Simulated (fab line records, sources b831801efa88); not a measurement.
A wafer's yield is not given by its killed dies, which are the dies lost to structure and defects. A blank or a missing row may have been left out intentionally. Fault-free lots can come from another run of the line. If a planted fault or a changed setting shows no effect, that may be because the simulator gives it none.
Code-filled problem report in 8D (eight disciplines) form || flow sky130 || the parts of the form that need people (team, actions taken, sign-off) are left out

== 1. WHAT IS WRONG ==
At SKY_VT_ADJUST_LVTN_STRIP_09, stripTimeToEndpointS averages 35.57 s over 2 wafers from 2 lots, while fault-free wafers read 36.89 s, standard deviation 0.1. Measured from the usual mean, that is -13 standard deviations.
The step: strips in O2/N2.
Seen first at day 10 03:56 on plasmaAsher-04, wafer L686.5. The record has a number at this step for 33 wafers belonging to 11 lots. Rule for "out" (also "out of limits"): further than 4 standard deviations from the usual mean. The rest of the wafers with a number are treated as sound.

== 2. WHAT THIS IS AND IS NOT ==
{"question": "which readings at this step", "is": "stripTimeToEndpointS", "is not": "drypumpMotorCurrentA, n2FlowSccm, oesProductAu"}
{"question": "which lots", "is": "L686, L688", "is not": "L676, L677, L679, L681, L682, L683, L685, L697, L698"}
{"question": "which wafers of those lots", "is": "L686.5, L688.5", "is not": "L686.1, L686.2, L688.3, L688.4"}
{"question": "read on which tools", "is": "plasmaAsher-04", "is not": "plasmaAsher-01, plasmaAsher-03"}
{"question": "when", "is": "from day 10 03:56", "is not": "up to then (23 sound wafers); but 8 sound wafers of L688, L697, L698 came after"}

== 3. WHAT RULES OUT EACH SUSPECT ==
Counting: if a tool at a process step up to the reading ran every lot that is out, it stays a suspect. Sound lots after the first of them don't rule it out here, since some wafers of a struck lot are sound.
- lithoTrack-01 at SKY_VT_ADJUST_LVTN_COAT_02 (resist thk 3000 nm): kept. It processed each lot that is out (first: L686, day 9 16:49); up to then, its last sound lot is L685 (day 9 15:53).
- plasmaAsher-04 at SKY_VT_ADJUST_LVTN_STRIP_09 (strips in O2/N2): kept. It processed each lot that is out (first: L686, day 10 03:56); up to then, its last sound lot is L676 (day 6 20:13). On those wafers its own readings are out: stripTimeToEndpointS.
What counting leaves: lithoTrack-01 at SKY_VT_ADJUST_LVTN_COAT_02 and plasmaAsher-04 at SKY_VT_ADJUST_LVTN_STRIP_09.

== 4. THE CAUSE (what the simulator had put in) ==
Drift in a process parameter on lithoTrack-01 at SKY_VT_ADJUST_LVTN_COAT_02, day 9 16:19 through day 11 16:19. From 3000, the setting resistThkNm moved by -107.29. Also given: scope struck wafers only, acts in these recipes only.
This tool is one of the 2 suspects left after counting.

== 5. THE CHAIN OF EFFECTS, in route order ==
One row per reading whose mean, taken over the struck wafers that have a number, lies over 3 standard deviations from the usual. Scope: only readings with a usual standard deviation given in the record; hours: median across lots of the time from each lot's start at the first step in this table that gives one to its start at this step; sigmas: change in usual standard deviations.
{"hours": 0, "step": "SKY_VT_ADJUST_LVTN_STRIP_09", "reading": "stripTimeToEndpointS", "usual": "36.89 s", "on struck wafers": 35.57, "change": -1.32, "sigmas": -13}
Its process steps:
- SKY_VT_ADJUST_LVTN_STRIP_09: strips in O2/N2.

== 6. WHAT WOULD HAVE CAUGHT IT SOONER ==
In this record the first reading out of limits was taken at day 10 03:56, 12 hours after the fault began at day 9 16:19.
L688, from the lots that are out (2), started SKY_VT_ADJUST_LVTN_COAT_02 on lithoTrack-01 later than day 10 03:56. A tool hold placed at that time would have kept it from harm.
